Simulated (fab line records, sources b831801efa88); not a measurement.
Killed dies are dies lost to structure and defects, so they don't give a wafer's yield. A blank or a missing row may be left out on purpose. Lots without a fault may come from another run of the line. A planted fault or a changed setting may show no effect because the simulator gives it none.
Which tool did it? | flow gf180mcu | 12 lots, 36 wafers sampled, at 5 steps of a route of 602

WHAT THE GAUGES READ, wafer by wafer
GF_V1_THK_MEAS_01.
lot  | measured     | on            | V1_CVD_00_THK (nm)
L246 | day 17 04:36 | film_metro-03 | 605 603 605
L248 | day 17 22:59 | film_metro-01 | 598 593 599
L249 | day 18 06:35 | film_metro-01 | 596 603 601
L251 | day 19 01:13 | film_metro-01 | 608 601 610
L252 | day 19 10:54 | film_metro-03 | 595 596 598
L253 | day 19 23:43 | film_metro-04 | 595 597 598
L255 | day 20 14:15 | film_metro-01 | 607 600 604
L258 | day 21 13:55 | film_metro-03 | 594 593 599
L262 | day 23 08:38 | film_metro-03 | 607 602 601
L264 | day 24 13:38 | film_metro-01 | 599 608 600
L266 | day 24 17:23 | film_metro-04 | 603 601 598
L268 | day 25 10:53 | film_metro-03 | 597 608 604

GF_V1_RS_MEAS_24: measures by four-point-probe.
lot  | measured     | on            | V1_W_RS (ohm/sq)
L246 | day 18 05:37 | film_metro-01 | 0.317 0.326 0.315
L248 | day 19 00:26 | film_metro-03 | 0.324 0.316 0.330
L249 | day 19 08:31 | film_metro-01 | 0.312 0.324 0.323
L251 | day 20 03:19 | film_metro-04 | 0.316 0.313 0.315
L252 | day 20 13:26 | film_metro-04 | 0.324 0.327 0.323
L253 | day 21 01:34 | film_metro-03 | 0.327 0.326 0.325
L255 | day 21 16:08 | film_metro-04 | 0.327 0.329 0.322
L258 | day 22 14:55 | film_metro-04 | 0.477 0.458 0.457
L262 | day 24 08:04 | film_metro-04 | 0.453 0.475 0.448
L264 | day 25 12:37 | film_metro-04 | 0.319 0.329 0.319
L266 | day 25 16:38 | film_metro-01 | 0.324 0.314 0.325
L268 | day 26 10:07 | film_metro-01 | 0.326 0.326 0.314

GF_V1_THK_MEAS_25: measures by xrf.
lot  | measured     | on            | V1_W_THK (nm)
L246 | day 18 05:43 | film_metro-01 | 338 330 339
L248 | day 19 00:33 | film_metro-03 | 332 342 326
L249 | day 19 08:38 | film_metro-01 | 344 333 335
L251 | day 20 03:26 | film_metro-04 | 349 351 348
L252 | day 20 13:33 | film_metro-04 | 339 335 341
L253 | day 21 01:40 | film_metro-03 | 331 332 332
L255 | day 21 16:16 | film_metro-04 | 337 335 342
L258 | day 22 15:01 | film_metro-04 | 260 265 263
L262 | day 24 08:10 | film_metro-04 | 268 261 271
L264 | day 25 12:44 | film_metro-04 | 343 332 345
L266 | day 25 16:45 | film_metro-01 | 334 341 329
L268 | day 26 10:14 | film_metro-01 | 328 327 341

WHICH TOOL RAN EACH LOT (tool, then ch and the chambers of the sampled wafers, then the start)
lot  | GF_V1_SPUTTER_22             | GF_V1_CVD_23
L246 | pvd_sputter-03, day 18 05:26 | cvd_w-02 ch 0,1, day 18 05:29
L248 | pvd_sputter-02, day 19 00:16 | cvd_w-02 ch 0,1, day 19 00:19
L249 | pvd_sputter-03, day 19 08:21 | cvd_w-02 ch 0,1, day 19 08:23
L251 | pvd_sputter-02, day 20 03:10 | cvd_w-02 ch 0, day 20 03:13
L252 | pvd_sputter-02, day 20 13:16 | cvd_w-01 ch 0,1, day 20 13:19
L253 | pvd_sputter-03, day 21 01:22 | cvd_w-01 ch 0,1, day 21 01:27
L255 | pvd_sputter-02, day 21 15:59 | cvd_w-01 ch 0,1, day 21 16:02
L258 | pvd_sputter-03, day 22 14:44 | cvd_w-01 ch 0,1, day 22 14:47
L262 | pvd_sputter-03, day 24 07:53 | cvd_w-01 ch 0,1, day 24 07:56
L264 | pvd_sputter-01, day 25 12:28 | cvd_w-02 ch 0,1, day 25 12:31
L266 | pvd_sputter-02, day 25 16:29 | cvd_w-02 ch 0,1, day 25 16:31
L268 | pvd_sputter-03, day 26 09:57 | cvd_w-02 ch 0,1, day 26 09:59
- GF_V1_SPUTTER_22: material TiN, target thk 10 nm, time 40 s.
- GF_V1_CVD_23: deposits W, target thk 350 nm, time 105.05 s.

WHAT THE TOOLS THEMSELVES READ (means of the sampled wafers that have a number; where no wafer has one, the mark that the record gives instead)
GF_V1_SPUTTER_22.
lot  | tool           | throttle_valve_pct (%)
L246 | pvd_sputter-03 | 30.2
L248 | pvd_sputter-02 | 29.7
L249 | pvd_sputter-03 | 30.1
L251 | pvd_sputter-02 | 29.2
L252 | pvd_sputter-02 | 29.6
L253 | pvd_sputter-03 | 29.9
L255 | pvd_sputter-02 | 29.7
L258 | pvd_sputter-03 | 29.9
L262 | pvd_sputter-03 | 30.3
L264 | pvd_sputter-01 | 28.9
L266 | pvd_sputter-02 | 29.4
L268 | pvd_sputter-03 | 30.1

GF_V1_CVD_23.
lot  | tool     | heater_power_w (W) | susceptor_temp_C (C)
L246 | cvd_w-02 | 885                | 400.07
L248 | cvd_w-02 | 865                | 399.89
L249 | cvd_w-02 | 842                | 400.03
L251 | cvd_w-02 | 935                | 400.08
L252 | cvd_w-01 | 1022               | 400.04
L253 | cvd_w-01 | 969                | 399.82
L255 | cvd_w-01 | 1007               | 400.09
L258 | cvd_w-01 | 1018               | 400.15
L262 | cvd_w-01 | 999                | 399.84
L264 | cvd_w-02 | 900                | 399.93
L266 | cvd_w-02 | 860                | 400.20
L268 | cvd_w-02 | 857                | 400.08

THE ANSWER, worked out from the rows above alone
Rule: what is usual is taken from the lots themselves. Put in order of their means at a reading, lots are off if they are a third of the lots or fewer, leave a main group of 4 or more, and stand apart from it by a gap of 3 or more times the standard deviation of the main group's means; of several such gaps the widest counts. A main group whose means are all the same, to the digits that the tables above print for the reading, isn't used. A lot without any number at a reading at which 4 lots or more have one is off too. The other lots that the step has rows for count as sound. The gauges are gone through in route order, then the tools' own readings, and for those a lot's mean is taken as printed above. The first step at which some lot is off is used, and at that step the reading that is off furthest; a lot without a number counts as furthest.
Off: L258, L262, at GF_V1_RS_MEAS_24 (V1_W_RS). The main group: mean 0.322 ohm/sq, standard deviation 0.0033.
A tool fits if, at a process step before that reading, it ran every lot that is off, and no sound lot after the first of them. The gauges at GF_V1_RS_MEAS_24 are tried like those tools. One fits: cvd_w-01 at GF_V1_CVD_23. Its last sound lot is L255 (day 21 16:02), its first lot that is off L258 (day 22 14:47): a fault that began between those two fits.

WHAT THE SIMULATOR HAD PUT IN
Site profile drift: cvd_w-01, from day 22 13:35 on, at GF_V1_CVD_23. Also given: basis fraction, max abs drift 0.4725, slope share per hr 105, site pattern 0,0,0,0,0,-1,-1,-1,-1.
Lots struck among those shown: L258, L262. The rule above found the same.
